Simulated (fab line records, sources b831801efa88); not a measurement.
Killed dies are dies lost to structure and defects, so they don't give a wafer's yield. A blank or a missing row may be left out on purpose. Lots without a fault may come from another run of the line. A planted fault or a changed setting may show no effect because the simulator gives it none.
Chamber matching | flow sky130 | SKY_VIA3_CMP_02 on cmp-02: 4 sister chambers
The step polishes SiO2. 8 wafers are shown with their chamber, then 11 later ones without.

WAFERS WITH THEIR CHAMBER
wafer  | chamber | motor_current_A (A)
L084.6 | 2       | 12.7
L087.3 | 3       | 11.9
L087.4 | 1       | 11.9
L087.6 | 2       | 13.6
L088.1 | 1       | 11.8
L088.4 | 3       | 11.8
L088.6 | 0       | 11.9
L089.1 | 0       | 12.2

WAFERS WITHOUT THEIR CHAMBER
wafer  | motor_current_A (A)
L089.5 | 11.9
L089.6 | 13.3
L093.2 | 11.8
L093.5 | 12.0
L093.6 | 12.3
L094.1 | 12.1
L094.2 | 14.1
L094.6 | 11.1
L096.2 | 12.1
L096.5 | 11.9
L096.6 | 11.9

WHICH CHAMBER EACH WENT THROUGH
wafer  | from the rows above               | in truth
L089.5 | can't be placed: 1 or 3 or 0      | 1
L089.6 | 2                                 | 2
L093.2 | can't be placed: 1 or 3 or 0      | 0
L093.5 | can't be placed: 0 or 1 or 3      | 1
L093.6 | can't be placed: 0 or 1 or 3 or 2 | 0
L094.1 | can't be placed: 0 or 1 or 3      | 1
L094.2 | 2                                 | 2
L094.6 | can't be placed: 1 or 3 or 0      | 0
L096.2 | can't be placed: 0 or 1 or 3      | 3
L096.5 | can't be placed: 1 or 3 or 0      | 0
L096.6 | can't be placed: 1 or 3 or 0      | 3
Placed correctly: 2 of 11. Can't be placed from these rows: 9 (the true chamber is among the candidates in 9). Placed wrongly: 0.
How it was worked out, from the rows above alone: a wafer's distance from a chamber is the root of the sum, over the readings, of the square of ((its reading less the chamber's mean) divided by the reading's scatter). The wafer belongs to the nearest chamber; if the next one is less than 2 further off, it can't be placed. A chamber's mean is the mean of its shown wafers. The scatter: the root of (the sum of the squares of (reading less its chamber's mean) over the shown wafers, divided by (wafers less chambers)).
